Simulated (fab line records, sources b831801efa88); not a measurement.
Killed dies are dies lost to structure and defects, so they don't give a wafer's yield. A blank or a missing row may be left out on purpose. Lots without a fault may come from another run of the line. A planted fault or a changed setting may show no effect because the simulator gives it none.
fab line records | flow sky130
record lots=14 wafers=42 last_day=50
route steps=708 shown LI_CONTACT@376 PAD_OPEN@708
lots that met no fault: from a run of the same line without faults
start_h: hours from the record's first day to the start of the lot's first wafer shown | wait_h: hours since the lot's step before | " the same as in the row above | L1.1+2: a row that stands for several wafers | - no value, or no start given | * or withheld: withheld | < > ~ a bound
route shown NAME@n: a module of which the file shows steps, and the number in the route of the first | usual: mean/standard deviation of fault-free wafers | same: alike in all rows | chamber/n: place in a boat | sites: the reading at each site | _std_site: their standard deviation | _edge_site: outer sites' mean less inner sites' | radius_mm: how far each site lies from the wafer's centre | mask NAME#n: copy n | behind: the tool/chamber that last shaped the wafer | hold: why the lot was held/for how many hours/how that ended | device: the transistor (n, p or np) that didn't switch | end of line: the same wafers' tests at the end of the route | a step without rows: its recipe alone | killed: dies lost to structure and defects at the first sort, not the wafer's yield | map: a wafer's dies, x killed, . not, _ none there
set.NAME: the setting as run; set.NAME@STEP: as run at that earlier step | model.NAME: the simulator's own value behind a step, which no gauge read
steps of the route over a sample of lots; a table a step, a row a wafer
services: from which hour (start_h, from the record's first day; less than 0 if before it) a tool's chamber was out of use, for how many hours, and why
## steps
# step SKY_LI_CONTACT_ETCH_14
# recipe chemistry=N2/H2 target=BARC ion_energy_ev=200 source_w=500 bias_w=100 pressure_mtorr=30 n2_flow_sccm=100 h2_flow_sccm=200 stop_on=SiO2 time_s=45.9 target_depth_a=600
# usual chamber_pressure_mTorr=30.004/0.025 drypump_motor_current_A=5.8/0.38 oes_product_au=0.854/0.0049 run_length_s=74.1/0.41 throttle_valve_pct=13.224/0.01
# columns lot.wafer tool chamber start_h wait_h chamber_pressure_mTorr drypump_motor_current_A oes_product_au rf_hours_counter_h run_length_s throttle_valve_pct
L453.1 rie_diel-03 1 668.00 0.0 30.037 5.3 0.859 14 73.5 13.217
L453.4 " 2 " " 30.026 5.5 0.859 1 73.9 13.206
L453.6 " 1 " " 30.001 5.3 0.855 - 74.2 13.218
L454.1 rie_diel-02 1 673.62 0.0 30.020 5.5 0.855 54 73.7 13.230
L454.2 " 0 " " 29.990 5.3 0.871 12 74.3 13.222
L454.6 " 3 " " 30.043 6.0 0.853 - 74.5 13.229
L455.1 rie_diel-02 1 690.22 0.0 30.014 5.5 0.856 55 73.6 13.211
L455.5 " 2 " " 30.040 6.4 0.865 - 74.2 13.218
L455.6 " 1 " " 29.976 5.5 0.851 - 73.4 13.223
L457.1 rie_diel-03 2 706.92 0.0 30.034 5.5 0.849 2 74.4 13.222
L457.4 " 3 " " 30.010 6.3 0.858 10 74.2 13.219
L457.6 " 0 " " 29.998 5.9 0.846 - 74.4 13.213
L462.2 rie_diel-02 1 743.72 0.0 30.001 5.5 1.010 0 43.7 13.237
L462.3 " 3 " " 30.041 6.0 1.006 9 44.3 13.247
L462.5 " 2 " " 30.040 6.3 0.993 - 43.9 13.240
L463.1 rie_diel-02 0 749.67 0.0 30.034 5.3 0.849 14 74.4 13.221
L463.3 " 3 " " 30.011 6.0 1.007 10 44.2 13.231
L463.6 " 0 " " 29.937 5.2 0.855 - 74.1 13.217
L465.3 rie_diel-03 2 758.15 0.0 29.964 5.5 0.851 4 73.9 13.232
L465.4 " 0 " " 30.017 5.8 0.852 20 74.5 13.228
L465.5 " 0 " " 30.009 5.9 0.862 - 74.4 13.230
L466.1 rie_diel-03 2 765.42 0.0 30.005 5.5 0.857 4 74.0 13.235
L466.2 " 3 " " 30.019 6.3 0.860 12 74.1 13.214
L466.5 " 3 " " 29.952 6.3 0.857 - 74.3 13.222
L470.1 rie_diel-04 2 800.93 0.0 30.018 6.4 0.850 1 74.2 13.229
L470.4 " 2 " " 30.037 6.4 0.851 - 74.8 13.235
L470.5 " 3 " " 29.995 5.4 0.857 - 73.7 13.218
L472.2 rie_diel-03 1 821.01 0.0 30.058 5.3 0.856 19 73.6 13.240
L472.4 " 0 " " 30.042 5.9 0.860 22 74.4 13.238
L472.6 " 0 " " 30.055 5.9 0.858 - 75.1 13.237
L471.1 rie_diel-04 3 823.08 0.0 29.963 5.4 0.850 6 73.5 13.232
L471.4 " 1 " " 30.036 5.8 0.857 1 74.0 13.222
L471.5 " 3 " " 30.025 5.4 0.860 - 73.4 13.210
L473.1 rie_diel-04 0 832.88 0.0 30.001 5.9 0.851 8 73.9 13.241
L473.3 " 3 " " 29.997 5.4 0.858 6 73.7 13.228
L473.5 " 0 " " 30.043 5.9 0.855 - 74.6 13.206
L474.1 rie_diel-04 3 834.67 0.0 30.047 5.4 0.850 6 73.3 13.211
L474.3 " 1 " " 29.998 5.8 0.849 1 74.2 13.208
L474.6 " 0 " " 30.041 5.9 0.852 - 73.9 13.226
L475.2 rie_diel-02 2 837.62 0.0 30.014 6.4 0.856 4 74.5 13.232
L475.3 " 0 " " 30.031 5.3 0.848 16 74.5 13.216
L475.5 " 3 " " 29.995 6.0 0.843 - 74.2 13.222
# step SKY_LI_CONTACT_STRIP_16
# recipe chemistry=O2/N2 power_w=1400 pressure_mtorr=1500 platen_temp_c=withheld o2_flow_sccm=3000 n2_flow_sccm=300 overash_fraction=0.5
# usual chamber_pressure_mTorr=1499.9/1.3 drypump_motor_current_A=5.7/0.53 oes_product_au=0.376/0.0041 strip_time_to_endpoint_s=3.494/0.027
# columns lot.wafer tool chamber start_h wait_h chamber_pressure_mTorr drypump_motor_current_A oes_product_au rf_hours_counter_h strip_time_to_endpoint_s
L453.1 plasma_asher-01 1 668.13 - 1500.3 5.0 0.375 93 3.495
L453.4 " 0 " " 1498.5 6.4 0.383 - 3.491
L453.6 " 0 " " 1500.9 6.4 0.379 - 3.526
L454.1 plasma_asher-02 0 673.75 - 1500.8 6.1 0.369 82 3.443
L454.2 " 1 " " 1497.9 5.5 0.378 82 3.491
L454.6 " 0 " " 1500.5 6.1 0.377 - 3.458
L455.1 plasma_asher-01 1 690.35 - 1499.4 5.0 0.376 96 3.454
L455.5 " 0 " " 1499.9 6.4 0.379 - 3.512
L455.6 " 1 " " 1499.1 5.0 0.372 - 3.465
L457.1 plasma_asher-01 1 707.05 - 1499.9 5.0 0.378 98 3.477
L457.4 " 0 " " 1499.2 6.4 0.382 - 3.508
L457.6 " 0 " " 1502.1 6.4 0.373 - 3.489
L462.2 plasma_asher-02 0 743.85 - 1500.6 6.1 0.383 88 3.767
L462.3 " 0 " " 1499.0 6.1 0.390 - 3.798
L462.5 " 1 " " 1500.6 5.5 0.389 - 3.797
L463.1 plasma_asher-04 1 749.80 - 1500.7 5.2 0.375 33 3.484
L463.3 " 0 " " 1501.8 6.1 0.390 - 3.771
L463.6 " 0 " " 1501.0 6.1 0.379 - 3.503
L465.3 plasma_asher-01 0 758.32 - 1502.1 6.4 0.378 - 3.477
L465.4 " 1 " " 1497.6 5.0 0.375 - 3.503
L465.5 " 1 " " 1499.2 5.0 0.378 - 3.487
L466.1 plasma_asher-04 1 765.55 - 1500.1 5.2 0.367 34 3.497
L466.2 " 0 " " 1500.3 6.1 0.370 34 3.521
L466.5 " 1 " " 1500.4 5.2 0.377 - 3.553
L470.1 plasma_asher-02 0 801.05 - 1498.4 6.1 0.379 93 3.481
L470.4 " 1 " " 1501.4 5.4 0.372 - 3.491
L470.5 " 1 " " 1501.6 5.4 0.373 - 3.487
L472.2 plasma_asher-02 0 821.13 - 1500.4 6.1 0.378 95 3.521
L472.4 " 0 " " 1500.9 6.1 0.379 - 3.486
L472.6 " 0 " " 1499.7 6.1 0.378 - 3.498
L471.1 plasma_asher-02 1 823.20 - 1499.8 5.4 0.374 95 3.495
L471.4 " 1 " " 1498.8 5.4 0.374 - 3.487
L471.5 " 0 " " 1504.1 6.1 0.377 - 3.486
L473.1 plasma_asher-02 1 833.00 - 1500.3 5.5 0.380 96 3.500
L473.3 " 1 " " 1498.9 5.5 0.371 - 3.463
L473.5 " 1 " " 1501.7 5.5 0.380 - 3.501
L474.1 plasma_asher-02 1 834.80 - 1500.3 5.4 0.374 96 3.466
L474.3 " 1 " " 1500.8 5.5 0.381 - 3.471
L474.6 " 1 " " 1498.5 5.5 0.380 - 3.493
L475.2 plasma_asher-04 0 837.75 - 1498.3 6.1 0.374 41 3.484
L475.3 " 0 " " 1499.0 6.1 0.375 - 3.481
L475.5 " 0 " " 1497.9 6.1 0.368 - 3.476
# step SKY_PAD_OPEN_PROBE_99
# usual killed_at_M0_to_M3=42/7.4 killed_at_M4_up=3.4/1.8 killed_at_contacts=25/5.4 killed_at_front_end=15/4.4 killed_at_other=0.2/0.52 killed_dies=86/9.3 killed_open=47/7.6 killed_short=39/6.5
# same gross_dies=492 killed_at_back_side=0
# columns lot.wafer tool chamber start_h wait_h killed_at_M0_to_M3 killed_at_M4_up killed_at_contacts killed_at_front_end killed_at_other killed_dies killed_open killed_short
L463.3 prober-01 - 1132.95 0.2 28 1 30 5 0 64 42 22
# killed by level:class
L463.3 CONTACT:geometric_particle:open=13 LI_CONTACT:geometric_particle:open=9 VIA1:geometric_particle:open=4 VIA2:geometric_particle:short=4 VIA2:geometric_particle:open=4 METAL1:geometric_particle:open=3 LOCAL_INTERCONNECT:geometric_particle:short=3 CONTACT:geometric_particle:short=3
## services
# columns tool chamber start_h hours kind
rie_diel-03 2 647.91 5.4 repair
rie_diel-02 2 666.04 - clean
rie_diel-02 2 666.04 16.2 scheduled_down
rie_diel-02 2 666.04 16.2 vent_cycle
rie_diel-03 3 670.57 3.2 repair
plasma_asher-02 - 674.19 8.3 repair
rie_diel-03 3 683.70 2.6 repair
plasma_asher-02 - 684.45 14.6 pm
plasma_asher-04 - 690.53 5.0 repair
rie_diel-04 2 703.66 - clean
rie_diel-04 2 703.66 22.6 scheduled_down
rie_diel-04 2 703.66 22.6 vent_cycle
rie_diel-02 1 704.29 - clean
rie_diel-02 1 704.29 10.9 scheduled_down
rie_diel-02 1 704.29 10.9 vent_cycle
rie_diel-04 1 726.23 - clean
plasma_asher-01 - 733.75 9.0 pm
plasma_asher-04 - 746.76 2.8 pm
plasma_asher-02 - 748.52 5.9 repair
rie_diel-03 1 765.21 4.5 repair
rie_diel-04 - 765.29 14.6 pm
rie_diel-04 1 793.67 7.6 repair
rie_diel-03 0 796.95 8.5 repair
plasma_asher-04 - 820.15 5.8 repair
## key
first_sign step=SKY_LI_CONTACT_ETCH_14 reading=run_length_s direction=down sigmas=73 usual=* struck=*
effect step=SKY_LI_CONTACT_ETCH_14 reading=oes_product_au direction=up sigmas=30 usual=0.854 struck=1.004
effect step=SKY_LI_CONTACT_STRIP_16 reading=strip_time_to_endpoint_s direction=up sigmas=11 usual=* struck=*
met_at SKY_LI_CONTACT_ETCH_14
struck_lots L462,L463
struck_wafers L462.2,L462.3,L462.5,L463.3
tester_left_out L462,L463
onset_between 690.22 743.72
fault kind=process_parameter_drift tool=rie_diel-02 chamber=- onset_h=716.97 steps=SKY_LI_CONTACT_ETCH_14 channel=time_s offset=* shape=step end_h=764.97 scope=struck_wafers_only acts_in=* stated=*
# tester_left_out: of these lots the tester's yield and bins aren't shown, on N5 and GAA mostly nor the transistor test; their killed dies are dies lost to structure and defects alone, not to doping, threshold or leakage, so they don't give the yield
